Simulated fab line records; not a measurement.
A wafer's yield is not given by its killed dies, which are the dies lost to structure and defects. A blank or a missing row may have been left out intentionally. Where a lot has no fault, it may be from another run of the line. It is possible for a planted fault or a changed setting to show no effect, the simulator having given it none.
8D (eight disciplines) problem report, filled in by code :: flow gf180mcu :: the parts of the form that need people (team, actions taken, sign-off) are left out

== 1. WHAT WENT WRONG ==
cd-nm at GF_M2_CD_MEAS_14 reads a mean of 208.9 nm on 2 wafers of 2 lots; wafers without a fault read 279.6 nm with a standard deviation of 1.3. Relative to the usual mean, that is a shift of -54 standard deviations.
The step: target cd 280 nm.
Seen first at day 22 15:45 on cd-sem-02, wafer L850.6. At this step, 42 wafers from 14 lots have a number in the record. Rule for "out", or "out of limits": more than 4 standard deviations from the usual mean. All remaining wafers that have a number are taken as sound.

== 2. WHAT THIS IS AND IS NOT ==
question: which readings at this step
is: cd-nm
is not: -

question: which lots
is: L850, L851
is not: L841, L843, L844, L845, L846, L847, L848, L849, L860, L861, L862, L863

question: which wafers of those lots
is: L850.6, L851.5
is not: L850.1, L850.4, L851.3, L851.4

question: read on which gauges
is: cd-sem-02
is not: cd-sem-01

question: when
is: from day 22 15:45
is not: up to then (26 sound wafers); but 14 sound wafers of L851, L860, L861, L862, L863 came after

== 3. SUSPECTS, AND WHAT RULES EACH OUT ==
Counting: a tool at a process step up to the reading stays a suspect if it ran every lot that is out. Sound lots after the first of them don't rule it out here, since some wafers of a struck lot are sound.
- the gauge at GF_M2_CD_MEAS_14: kept. All the wafers that are out were read on cd-sem-02, and no step on other tools shows them out.
- rie-diel-04 at GF_V1_ETCH_17 (etches SiO2 in C4F8/O2/Ar, stops on TiN, target depth 630 nm): kept. It ran every lot that is out, first L850 (day 21 16:25); its last sound lot up to then is L845 (day 19 16:07). GF_V1_ETCH_17: start missing for some lots; hours and lot order therefore follow GF_M2_SPUTTER_01.
- krf-scanner-01 at GF_M2_EXPOSE_11 (exposes mask Metal2, target cd 280 nm): kept. It ran every lot that is out, first L850 (day 22 03:54); its last sound lot up to then is L849 (day 22 02:08).
After the count, these remain: rie-diel-04 at GF_V1_ETCH_17, krf-scanner-01 at GF_M2_EXPOSE_11 and cd-sem-02 at GF_M2_CD_MEAS_14.

== 4. THE CAUSE (what the simulator had put in) ==
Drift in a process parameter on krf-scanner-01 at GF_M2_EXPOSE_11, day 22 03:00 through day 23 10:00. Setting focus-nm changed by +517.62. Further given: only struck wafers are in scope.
3 suspects survive the count, and this tool is in that group.

== 5. SEQUENCE OF EFFECTS, ordered by route ==
One row per reading whose mean, taken over the struck wafers that have a number, lies over 3 standard deviations from the usual. Only readings for which the record gives a usual standard deviation are gone through. hours: the time from each lot's start at the first step in this table that gives one to its start at this step, as a median over the lots. sigmas: the change in usual standard deviations.
hours: 0
step: GF_M2_CD_MEAS_14
reading: cd-nm
usual: 279.6 nm
on struck wafers: 208.9
change: -70.7
sigmas: -54

== 6. HOW IT WOULD HAVE BEEN CAUGHT EARLIER ==
The first out-of-limits reading at a measuring or inspecting step in this record came at day 22 15:45, 13 hours after the fault's start at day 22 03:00.
By day 22 15:45, every lot that is out (2) had started GF_M2_EXPOSE_11 on krf-scanner-01. Had the tool been put on hold then, not one of them would have been saved.
